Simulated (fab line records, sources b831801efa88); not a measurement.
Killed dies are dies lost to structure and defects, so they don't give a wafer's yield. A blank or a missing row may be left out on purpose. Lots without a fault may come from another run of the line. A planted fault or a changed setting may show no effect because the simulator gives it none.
Chamber matching | flow gf180mcu | GF_STI_CMP_25 on cmp-01: 4 sister chambers
The step polishes, stops on Si3N4, t overpolish 33 s, target thk 524.6 nm. 8 wafers are shown with their chamber, then 8 later ones without.

WAFERS WITH THEIR CHAMBER
wafer  | chamber | motor_current_A (A) | time_to_endpoint_s (s)
L505.5 | 3       | 14.8                | 127
L508.3 | 0       | 12.3                | 133
L508.5 | 2       | 11.6                | 126
L508.6 | 1       | 11.7                | 125
L510.1 | 3       | 14.1                | 126
L510.4 | 1       | 11.5                | 128
L510.5 | 2       | 11.6                | 132
L511.1 | 0       | 11.9                | 129

WAFERS WITHOUT THEIR CHAMBER
wafer  | motor_current_A (A) | time_to_endpoint_s (s)
L511.2 | 14.8                | 130
L511.6 | 12.1                | 129
L512.1 | 11.8                | 123
L512.3 | 12.1                | 120
L512.6 | 11.2                | 129
L514.1 | 14.1                | 131
L514.3 | 11.7                | 126
L514.5 | 14.4                | 134

WHICH CHAMBER EACH WENT THROUGH
wafer  | from the rows above          | in truth
L511.2 | 3                            | 3
L511.6 | can't be placed: 0 or 2 or 1 | 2
L512.1 | can't be placed: 1 or 2 or 0 | 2
L512.3 | can't be placed: 1 or 2 or 0 | 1
L512.6 | can't be placed: 2 or 1 or 0 | 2
L514.1 | 3                            | 3
L514.3 | can't be placed: 1 or 2 or 0 | 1
L514.5 | 3                            | 3
Placed correctly: 3 of 8. Can't be placed from these rows: 5 (the true chamber is among the candidates in 5). Placed wrongly: 0.
How it was worked out, from the rows above alone: a wafer's distance from a chamber is the root of the sum, over the readings, of the square of ((its reading less the chamber's mean) divided by the reading's scatter). The wafer belongs to the nearest chamber; if the next one is less than 2 further off, it can't be placed. A chamber's mean is the mean of its shown wafers. The scatter: the root of (the sum of the squares of (reading less its chamber's mean) over the shown wafers, divided by (wafers less chambers)).
